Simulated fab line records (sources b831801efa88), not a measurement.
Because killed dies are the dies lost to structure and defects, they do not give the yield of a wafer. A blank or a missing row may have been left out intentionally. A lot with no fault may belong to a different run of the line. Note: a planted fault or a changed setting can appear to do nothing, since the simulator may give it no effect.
Which tool did it? ; flow gf180mcu ; Sampling: 10 lots, 30 wafers, 4 of 602 route steps

## WHAT EACH GAUGE READ, for each wafer
GF_M3_RS_MEAS_05: the measuring method here is four-point-probe.
lot;measured;on;M3_ALCU_RS (ohm/sq)
L367;day 21 08:28;filmMetro-01;0.0670 0.0685 0.0691
L368;day 21 12:56;filmMetro-02;0.0696 0.0698 0.0696
L369;day 22 09:07;filmMetro-02;0.0698 0.0701 0.0700
L370;day 22 11:47;filmMetro-02;0.0704 0.0700 0.0705
L372;day 23 07:22;filmMetro-01;0.0692 0.0678 0.0681
L374;day 24 02:18;filmMetro-02;0.0683 0.0678 0.0681
L375;day 24 11:42;filmMetro-01;0.0686 0.0702 0.0693
L379;day 25 21:00;filmMetro-01;0.0687 0.0424 0.0422 0.0687 0.0424 0.0423
L383;day 27 03:30;filmMetro-04;0.0696 0.0676 0.0697
L384;day 27 12:26;filmMetro-02;0.0424 0.0426 0.0425 0.0423 0.0425 0.0425

## WHAT TOOL EACH LOT RAN ON (gives the tool, then ch and the chambers of the sampled wafers, and finally the start)
lot;GF_M2_SPUTTER_03;GF_V2_ETCH_16;GF_M3_SPUTTER_02
L367;pvdSputter-01, day 19 04:46;rieDiel-02 ch 0,2, day 21 06:52;pvdSputter-01, day 21 08:22
L368;pvdSputter-04, day 19 09:27;rieDiel-01 ch 2,3, day 21 11:20;pvdSputter-03, day 21 12:49
L369;pvdSputter-04, day 20 06:13;rieDiel-01 ch 0,2,3, day 22 07:25;pvdSputter-03, day 22 09:01
L370;pvdSputter-04, day 20 08:54;rieDiel-01 ch 0,1,3, day 22 10:04;pvdSputter-03, day 22 11:41
L372;pvdSputter-01, day 21 04:58;rieDiel-02 ch 1,2,3, day 23 05:47;pvdSputter-01, day 23 07:16
L374;pvdSputter-01, day 22 00:59;rieDiel-02 ch 0,3, day 24 00:42;pvdSputter-04, day 24 02:11
L375;pvdSputter-01, day 22 11:25;rieDiel-03 ch 1,2, day 24 10:05;pvdSputter-01, day 24 11:37
L379;pvdSputter-02, day 23 21:45;rieDiel-01 ch 0,2,3, day 25 19:22;pvdSputter-03, day 25 20:53
L383;pvdSputter-01, day 25 05:31;rieDiel-01 ch 0,1,2, day 27 00:54;pvdSputter-01, day 27 03:25
L384;pvdSputter-02, day 25 14:58;rieDiel-02 ch 0,2,3, day 27 10:11;pvdSputter-03, day 27 12:20
- GF_M2_SPUTTER_03: material Ti, target thk 10 nm, time 6.7 s.
- GF_V2_ETCH_16: etches BARC in N2/H2.
- GF_M3_SPUTTER_02: material AlCu, target thk 450 nm, time 23.9 s.

## THE ANSWER, worked out from the rows above alone
Rule: usual is defined by the lots themselves. Put in order of their means at a reading, lots are off if they are a third of the lots or fewer, leave a main group of 4 or more, and stand apart from it by a gap of 3 or more times the standard deviation of the main group's means; of several such gaps the widest counts. The tables above print the reading to a certain number of digits; a main group whose means all agree to those digits is not used. Also off: a lot with no number at a reading for which 4 or more lots have one. Any other lot the step has rows for is counted as sound.
Off: L379, L384, at GF_M3_RS_MEAS_05 (M3_ALCU_RS). Main group: mean 0.0691 ohm/sq, sd 0.00079.
If a tool, at a process step before that reading, ran all the lots that are off and no sound lot after the first of them, it fits. The gauges at GF_M3_RS_MEAS_05 are tried like those tools. Can't be told from this: 2 tools fit, pvdSputter-02 at GF_M2_SPUTTER_03, pvdSputter-03 at GF_M3_SPUTTER_02.

## WHAT HAD BEEN PUT IN BY THE SIMULATOR
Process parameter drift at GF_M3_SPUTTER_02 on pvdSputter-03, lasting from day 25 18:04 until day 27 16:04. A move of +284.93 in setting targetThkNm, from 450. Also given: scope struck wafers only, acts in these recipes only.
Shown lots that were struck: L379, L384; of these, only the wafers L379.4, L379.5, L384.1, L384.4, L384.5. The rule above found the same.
